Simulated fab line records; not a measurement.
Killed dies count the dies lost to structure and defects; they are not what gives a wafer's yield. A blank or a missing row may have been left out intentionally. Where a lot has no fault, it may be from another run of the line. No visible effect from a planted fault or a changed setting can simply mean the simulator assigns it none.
What tool caused it? | flow gf180mcu | 13 lots with 39 wafers sampled at 6 steps, on a route of 602 steps

## WHAT EACH GAUGE READ, for each wafer
GF_POLY_GATE_CD_MEAS_10 targets a cd of 280 nm. Usual: cdNm at 280.1 nm, with a standard deviation of 1.1.
lot  | measured     | on       | cdNm (nm)         | flag
L655 | day 9 18:08  | cdSem-01 | 280.7 280.7 281.0 | 
L656 | day 10 05:25 | cdSem-02 | 279.4 279.4 279.6 | 
L657 | day 10 11:34 | cdSem-02 | 279.8 280.3 279.1 | 
L658 | day 10 11:56 | cdSem-02 | 279.1 278.8 279.8 | 
L659 | day 10 21:27 | cdSem-01 | 280.8 280.3 281.6 | 
L662 | day 11 18:42 | cdSem-01 | 279.1 278.6 279.0 | 
L664 | day 12 10:47 | cdSem-01 | 281.0 281.1 280.3 | 
L666 | day 12 20:28 | cdSem-02 | 280.4 281.9 281.2 | 
L667 | day 13 11:07 | cdSem-02 | 280.0 280.3 280.3 | 
L668 | day 13 14:17 | cdSem-02 | 280.9 282.2 281.4 | 
L669 | day 13 22:32 | cdSem-02 | 279.9 279.9 279.2 | 
L675 | day 15 16:03 | cdSem-02 | 278.6 279.1 278.0 | 
L676 | day 16 00:16 | cdSem-01 | 280.7 281.2 281.3 | 

GF_NSD_CD_MEAS_07 targets a cd of 400 nm. Usual: cdNm at 399.5 nm, with a standard deviation of 2.5.
lot  | measured     | on       | cdNm (nm)         | flag
L655 | day 13 22:40 | cdSem-02 | 399.1 398.4 400.8 | 
L656 | day 14 11:49 | cdSem-02 | 399.0 397.5 399.8 | 
L657 | day 14 18:34 | cdSem-02 | 397.1 396.1 396.1 | 
L658 | day 14 20:31 | cdSem-01 | 398.9 397.9 400.3 | 
L659 | day 15 06:36 | cdSem-02 | 398.8 399.1 400.4 | 
L662 | day 16 07:38 | cdSem-02 | 403.5 400.8 401.5 | 
L664 | day 16 23:06 | cdSem-02 | 400.6 399.9 400.2 | 
L666 | day 17 12:35 | cdSem-02 | - - -             | OFF
L667 | day 18 06:51 | cdSem-01 | 403.8 400.8 401.1 | 
L668 | day 18 13:01 | cdSem-01 | 397.7 398.0 398.8 | 
L669 | day 18 20:59 | cdSem-02 | 399.2 396.9 398.0 | 
L675 | day 20 22:16 | cdSem-02 | 399.2 398.6 398.7 | 
L676 | day 21 05:37 | cdSem-02 | 401.1 402.4 402.1 | 

GF_NSD_TW_MEAS_12. Usual: NSD_TW 4251, standard deviation 32.
lot  | measured     | on           | NSD_TW         | flag
L655 | day 13 23:13 | filmMetro-01 | 4293 4281 4270 | 
L656 | day 14 12:23 | filmMetro-03 | 4248 4276 4257 | 
L657 | day 14 19:08 | filmMetro-04 | 4228 4216 4214 | 
L658 | day 14 21:03 | filmMetro-04 | 4244 4249 4258 | 
L659 | day 15 07:08 | filmMetro-03 | 4256 4268 4292 | 
L662 | day 16 08:10 | filmMetro-03 | 4280 4252 4257 | 
L664 | day 16 23:38 | filmMetro-04 | 4184 4186 4192 | 
L666 | day 17 13:07 | filmMetro-03 | 30 30 30       | OFF
L667 | day 18 07:24 | filmMetro-03 | 4230 4258 4266 | 
L668 | day 18 13:35 | filmMetro-04 | 4187 4192 4187 | 
L669 | day 18 21:32 | filmMetro-03 | 4252 4244 4241 | 
L675 | day 20 22:49 | filmMetro-03 | 4256 4266 4266 | 
L676 | day 21 06:08 | filmMetro-04 | 4239 4243 4254 | 

GF_V2_BOW_MEAS_05. Usual: V2_BOW 100 um, standard deviation 7.9.
lot  | measured     | on           | V2_BOW (um) | flag
L655 | day 20 01:25 | filmMetro-01 | 111 108 103 | 
L656 | day 20 16:54 | filmMetro-01 | 102 93 102  | 
L657 | day 20 22:57 | filmMetro-04 | 99 99 94    | 
L658 | day 21 00:37 | filmMetro-04 | 122 113 104 | 
L659 | day 21 11:50 | filmMetro-02 | 93 106 91   | 
L662 | day 22 14:08 | filmMetro-02 | 87 94 88    | 
L664 | day 23 05:56 | filmMetro-04 | 108 95 113  | 
L666 | day 23 18:48 | filmMetro-01 | 93 99 102   | 
L667 | day 24 12:51 | filmMetro-04 | 99 105 102  | 
L668 | day 24 16:59 | filmMetro-04 | 94 101 103  | 
L669 | day 25 02:12 | filmMetro-04 | 94 89 87    | 
L675 | day 26 21:01 | filmMetro-02 | 92 107 86   | 
L676 | day 27 02:17 | filmMetro-01 | 99 97 94    | 

## WHICH TOOL RAN EACH LOT (tool, then ch and the chambers of the sampled wafers, then the start)
lot  | GF_NSD_EXPOSE_04                   | GF_M2_SPUTTER_03
L655 | ilineStepper-01 ch 0, day 13 13:20 | pvdSputter-01, day 18 23:21
L656 | ilineStepper-02 ch 0, day 14 01:12 | pvdSputter-04, day 19 15:04
L657 | ilineStepper-01 ch 0, day 14 09:07 | pvdSputter-02, day 19 21:11
L658 | ilineStepper-01 ch 0, day 14 10:41 | pvdSputter-01, day 19 23:20
L659 | ilineStepper-02 ch 0, day 14 19:42 | pvdSputter-01, day 20 10:32
L662 | ilineStepper-02 ch 0, day 15 20:13 | pvdSputter-01, day 21 12:53
L664 | ilineStepper-02 ch 0, day 16 12:25 | pvdSputter-02, day 22 05:38
L666 | ilineStepper-02 ch 0, day 17 01:24 | pvdSputter-02, day 22 18:53
L667 | ilineStepper-02 ch 0, day 17 19:17 | pvdSputter-02, day 23 13:32
L668 | ilineStepper-02 ch 0, day 18 00:43 | pvdSputter-02, day 23 17:40
L669 | ilineStepper-01 ch 0, day 18 08:49 | pvdSputter-01, day 24 03:36
L675 | ilineStepper-02 ch 0, day 20 10:09 | pvdSputter-01, day 25 22:53
L676 | ilineStepper-02 ch 0, day 20 18:19 | pvdSputter-02, day 26 04:29
- GF_NSD_EXPOSE_04: exposes mask Nplus, target cd 400 nm.
- GF_M2_SPUTTER_03: material Ti, target thk 10 nm, time 6.7 s.

## WHAT THE TOOLS THEMSELVES READ (means of the sampled wafers that have a number; where no wafer has one, the mark that the record gives instead)
GF_NSD_EXPOSE_04. Usual: stageVelMmS 500.02 mm/s, standard deviation 0.23.
lot  | tool            | stageVelMmS (mm/s) | flag
L655 | ilineStepper-01 | 499.92             | 
L656 | ilineStepper-02 | 499.80             | 
L657 | ilineStepper-01 | 500.27             | 
L658 | ilineStepper-01 | 500.27             | 
L659 | ilineStepper-02 | 500.16             | 
L662 | ilineStepper-02 | 500.03             | 
L664 | ilineStepper-02 | 500.03             | 
L666 | ilineStepper-02 | 500.07             | 
L667 | ilineStepper-02 | 500.11             | 
L668 | ilineStepper-02 | 500.05             | 
L669 | ilineStepper-01 | 500.01             | 
L675 | ilineStepper-02 | 500.04             | 
L676 | ilineStepper-02 | 500.06             | 

GF_M2_SPUTTER_03. Usual: throttleValvePct at 30.0 %, with a standard deviation of 0.61.
lot  | tool          | throttleValvePct (%) | flag
L655 | pvdSputter-01 | 30.4                 | 
L656 | pvdSputter-04 | 30.6                 | 
L657 | pvdSputter-02 | 30.4                 | 
L658 | pvdSputter-01 | 29.3                 | 
L659 | pvdSputter-01 | 29.9                 | 
L662 | pvdSputter-01 | 29.7                 | 
L664 | pvdSputter-02 | 30.0                 | 
L666 | pvdSputter-02 | 29.8                 | 
L667 | pvdSputter-02 | 30.4                 | 
L668 | pvdSputter-02 | 30.2                 | 
L669 | pvdSputter-01 | 29.8                 | 
L675 | pvdSputter-01 | 29.7                 | 
L676 | pvdSputter-02 | 30.1                 | 

## THE ANSWER, worked out from the rows above alone
Rule: a lot counts as off when the mean over its wafers that have a number is more than 3 standard deviations away from the usual mean. Also off: a lot with no number at a reading for which 4 or more lots have one. Any other lot the step has rows for is counted as sound. After the gauges, taken in route order, come the tools' own readings; for these a lot's mean is taken, as printed above. The first step at which some lot is off is used, and at that step the reading that is off furthest; a lot without a number counts as furthest.
Off, at GF_NSD_CD_MEAS_07 on cdNm: L666. Without a number there: L666.
A tool fits if, at a process step before that reading, it ran every lot that is off, and no sound lot after the first of them. Not tried: the gauges at GF_NSD_CD_MEAS_07; whatever is off there is also off at GF_NSD_TW_MEAS_12, on other tools, and gauge error can't account for it. Of those tried, none fits.

## WHAT THE SIMULATOR HAD PUT IN
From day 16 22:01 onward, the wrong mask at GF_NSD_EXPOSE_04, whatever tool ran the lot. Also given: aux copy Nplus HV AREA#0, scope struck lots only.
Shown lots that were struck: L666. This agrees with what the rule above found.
